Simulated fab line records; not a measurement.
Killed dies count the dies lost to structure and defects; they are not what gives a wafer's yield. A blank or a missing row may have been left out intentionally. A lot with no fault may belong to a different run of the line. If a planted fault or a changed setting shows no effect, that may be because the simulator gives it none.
The tool behind it: which one?	flow sky130	13 lots with 39 wafers sampled at 4 steps, on a route of 708 steps

## WHAT THE GAUGES SHOWED, per wafer
SKY_VIA3_THK_MEAS_23: measures by xrf. Usual: VIA3_W_THK typically reads 404 nm, with standard deviation 4.4.
lot	measured	on	VIA3_W_THK (nm)	flag
L121	day 40 01:04	film_metro-01	406 406 403	
L122	day 40 08:22	film_metro-03	404 399 399	
L123	day 40 11:45	film_metro-02	402 402 400	
L124	day 40 21:08	film_metro-02	399 402 408	
L128	day 42 11:46	film_metro-03	404 397 402	
L131	day 43 02:00	film_metro-02	411 407 408	
L133	day 43 12:35	film_metro-01	404 403 408	
L134	day 43 17:49	film_metro-01	404 402 405	
L135	day 44 03:58	film_metro-02	412 407 407	
L137	day 44 22:23	film_metro-03	405 412 401	
L138	day 45 05:47	film_metro-01	405 401 405	
L143	day 46 04:11	film_metro-02	412 413 409	
L144	day 46 08:47	film_metro-02	410 406 408	

SKY_METAL4_CD_MEAS_13: the cd target is 300 nm. Usual: cd_nm at 300.5 nm, with a standard deviation of 1.2.
lot	measured	on	cd_nm (nm)	flag
L121	day 42 03:12	cd_sem-01	303.4 301.4 300.9	
L122	day 42 09:56	cd_sem-01	300.6 299.8 300.0	
L123	day 42 13:56	cd_sem-01	300.8 300.3 300.5	
L124	day 42 21:31	cd_sem-01	301.4 300.4 300.4	
L128	day 44 11:41	cd_sem-02	301.3 301.1 302.4	
L131	day 45 00:45	cd_sem-01	301.6 299.2 299.7	
L133	day 45 10:35	cd_sem-02	301.0 302.0 301.9	
L134	day 45 16:59	cd_sem-02	301.9 299.9 300.5	
L135	day 46 01:43	cd_sem-02	301.9 300.8 299.9	
L137	day 46 18:01	cd_sem-02	300.4 300.6 301.2	
L138	day 47 00:15	cd_sem-01	300.7 301.4 301.4	
L143	day 47 21:23	cd_sem-02	300.4 300.4 300.9	
L144	day 48 01:30	cd_sem-01	297.9 299.9 298.9	

## WHAT TOOL EACH LOT RAN ON (gives the tool, then ch and the chambers of the sampled wafers, and finally the start)
lot	SKY_LOCAL_INTERCONNECT_ETCH_13	SKY_VIA3_SPUTTER_20
L121	rie_metal-03 ch 0,1, day 30 18:34	pvd_sputter-04, day 40 00:45
L122	rie_metal-03 ch 0,1, day 30 23:59	pvd_sputter-04, day 40 08:02
L123	rie_metal-04 ch 1, day 31 04:46	pvd_sputter-02, day 40 11:27
L124	rie_metal-03 ch 0,1, day 31 15:01	pvd_sputter-03, day 40 20:49
L128	rie_metal-04 ch 0,1, day 33 08:51	pvd_sputter-03, day 42 11:28
L131	rie_metal-04 ch 0,1, day 34 02:10	pvd_sputter-03, day 43 01:41
L133	rie_metal-04 ch 1, day 34 14:52	pvd_sputter-04, day 43 12:17
L134	rie_metal-03 ch 0,1, day 34 22:07	pvd_sputter-03, day 43 17:29
L135	rie_metal-03 ch 0,1, day 35 10:25	pvd_sputter-03, day 44 03:40
L137	rie_metal-02 ch 0,1, day 36 07:34	pvd_sputter-03, day 44 22:04
L138	rie_metal-02 ch 0, day 36 14:07	pvd_sputter-02, day 45 05:29
L143	rie_metal-03 ch 0,1, day 37 17:55	pvd_sputter-04, day 46 03:53
L144	rie_metal-02 ch 1, day 37 20:47	pvd_sputter-03, day 46 08:28
- SKY_LOCAL_INTERCONNECT_ETCH_13: etches BARC in N2/H2, stops on SiO2, time 45.9 s, target depth 60 nm.
- SKY_VIA3_SPUTTER_20: material TiN, target thk 20 nm, time 80 s.

## AS READ BY THE TOOLS THEMSELVES (means over the sampled wafers that have a number; for cases with no such wafer, the mark the record gives instead)
SKY_LOCAL_INTERCONNECT_ETCH_13. Usual: bias_w 100.07 W, standard deviation 0.3; drypump_motor_current_A 6.14 A, standard deviation 0.23; n2_flow_sccm 100.02 sccm, standard deviation 0.29; oes_product_au 0.855 a.u., standard deviation 0.005; throttle_valve_pct 13.224 %, standard deviation 0.009.
lot	tool	bias_w (W)	drypump_motor_current_A (A)	n2_flow_sccm (sccm)	oes_product_au (a.u.)	throttle_valve_pct (%)	flag
L121	rie_metal-03	99.85	6.18	100.00	0.856	13.224	
L122	rie_metal-03	99.97	6.18	100.09	0.855	13.232	
L123	rie_metal-04	100.02	6.32	100.40	0.855	13.228	
L124	rie_metal-03	100.28	6.15	99.93	0.856	13.226	
L128	rie_metal-04	100.08	6.16	100.00	0.857	13.223	
L131	rie_metal-04	99.96	6.02	99.78	0.856	13.225	
L133	rie_metal-04	100.10	6.34	100.06	0.853	13.231	
L134	rie_metal-03	100.25	6.16	100.01	0.857	13.227	
L135	rie_metal-03	100.13	6.17	99.96	0.856	13.221	
L137	rie_metal-02	100.23	5.89	99.63	0.854	13.225	
L138	rie_metal-02	100.38	5.64	100.06	0.857	13.221	
L143	rie_metal-03	100.07	6.15	100.09	0.851	13.226	
L144	rie_metal-02	100.17	6.37	99.94	0.853	13.234	

SKY_VIA3_SPUTTER_20. Usual: throttle_valve_pct at 29.8 %, with a standard deviation of 1.
lot	tool	throttle_valve_pct (%)	flag
L121	pvd_sputter-04	29.2	
L122	pvd_sputter-04	29.2	
L123	pvd_sputter-02	30.8	
L124	pvd_sputter-03	30.4	
L128	pvd_sputter-03	30.9	
L131	pvd_sputter-03	30.8	
L133	pvd_sputter-04	29.1	
L134	pvd_sputter-03	30.4	
L135	pvd_sputter-03	30.9	
L137	pvd_sputter-03	29.8	
L138	pvd_sputter-02	29.1	
L143	pvd_sputter-04	29.3	
L144	pvd_sputter-03	29.8	

## THE ANSWER, worked out from the rows above alone
Rule: a lot is off if the mean of its wafers that have a number lies more than 3 standard deviations from the usual mean. Also off: a lot with no number at a reading for which 4 or more lots have one. Any other lot the step has rows for is counted as sound. Order of review: gauges by route order, followed by the tools' own readings, for which a lot's mean as printed above is used. At the first step where some lot is off, the reading lying furthest off is the one used; lots without a number count as furthest.
Nothing can be told from this: no lot is off at any reading shown.

## WHAT THE SIMULATOR HAD PUT IN
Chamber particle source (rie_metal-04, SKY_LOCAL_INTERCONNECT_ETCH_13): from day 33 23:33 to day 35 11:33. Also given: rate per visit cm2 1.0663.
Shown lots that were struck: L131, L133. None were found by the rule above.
